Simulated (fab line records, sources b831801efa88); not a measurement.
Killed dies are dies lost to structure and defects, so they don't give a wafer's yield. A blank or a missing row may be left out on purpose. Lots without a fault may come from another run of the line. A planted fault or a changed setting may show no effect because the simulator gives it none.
Chamber matching | flow sky130 | SKY_FIELD_ISO_CMP_27 on cmp-02: 4 sister chambers
The step polishes, stops on Si3N4, t overpolish 16 s, target thk 457.8 nm. 16 wafers are shown with their chamber, then 8 later ones without.

WAFERS WITH THEIR CHAMBER
wafer  | chamber | motor_current_A (A) | time_to_endpoint_s (s) | overpolish_run_s (s)
L310.3 | 2       | 11.4                | 113                    | 16.001
L310.4 | 0       | 10.2                | 115                    | 16.004
L310.5 | 1       | 12.4                | 106                    | 15.998
L311.1 | 1       | 12.3                | 110                    | 16.015
L311.2 | 0       | 10.4                | 114                    | 16.014
L311.4 | 2       | 11.2                | 113                    | 16.010
L314.2 | 2       | 12.0                | 117                    | 16.004
L314.4 | 3       | 12.1                | 112                    | 16.004
L314.6 | 1       | 12.0                | 109                    | 15.994
L317.2 | 1       | 12.8                | 110                    | 15.991
L317.3 | 3       | 12.1                | 117                    | 16.015
L317.6 | 2       | 11.2                | 121                    | 16.002
L319.1 | 0       | 10.0                | 116                    | 15.983
L319.4 | 3       | 12.7                | 112                    | 15.997
L319.6 | 0       | 10.5                | 114                    | 16.001
L320.1 | 2       | 11.1                | 116                    | 16.003

SIGNATURES (means of the wafers above)
reading            | chamber 0 | chamber 1 | chamber 2 | chamber 3 | scatter within a chamber
motor_current_A    | 10.275    | 12.375    | 11.380    | 12.300    | 0.322
time_to_endpoint_s | 114.75    | 108.75    | 116.00    | 113.67    | 2.49
overpolish_run_s   | 16.00050  | 15.99950  | 16.00400  | 16.00533  | 0.0094
Rule: a wafer's distance from a chamber is the root of the sum, over the readings, of the square of ((its reading less the chamber's mean) divided by the reading's scatter). The wafer belongs to the nearest chamber; if the next one is less than 2 further off, it can't be placed. The scatter: the root of (the sum of the squares of (reading less its chamber's mean) over the shown wafers, divided by (wafers less chambers)).

WAFERS WITHOUT THEIR CHAMBER
wafer  | motor_current_A (A) | time_to_endpoint_s (s) | overpolish_run_s (s)
L320.3 | 12.2                | 112                    | 15.999
L320.6 | 12.5                | 116                    | 16.024
L323.1 | 11.3                | 113                    | 16.005
L323.3 | 12.2                | 112                    | 16.007
L323.4 | 12.7                | 108                    | 15.995
L332.3 | 12.0                | 117                    | 16.005
L332.4 | 10.4                | 117                    | 15.983
L332.5 | 10.6                | 118                    | 16.014

WHICH CHAMBER EACH WENT THROUGH
wafer  | from the rows above          | in truth
L320.3 | can't be placed: 3 or 1      | 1
L320.6 | can't be placed: 3 or 1 or 2 | 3
L323.1 | can't be placed: 2 or 3      | 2
L323.3 | can't be placed: 3 or 1      | 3
L323.4 | can't be placed: 1 or 3      | 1
L332.3 | can't be placed: 3 or 2 or 1 | 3
L332.4 | can't be placed: 0 or 2      | 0
L332.5 | can't be placed: 0 or 2      | 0
Placed correctly: 0 of 8. Can't be placed from these rows: 8 (the true chamber is among the candidates in 8). Placed wrongly: 0.
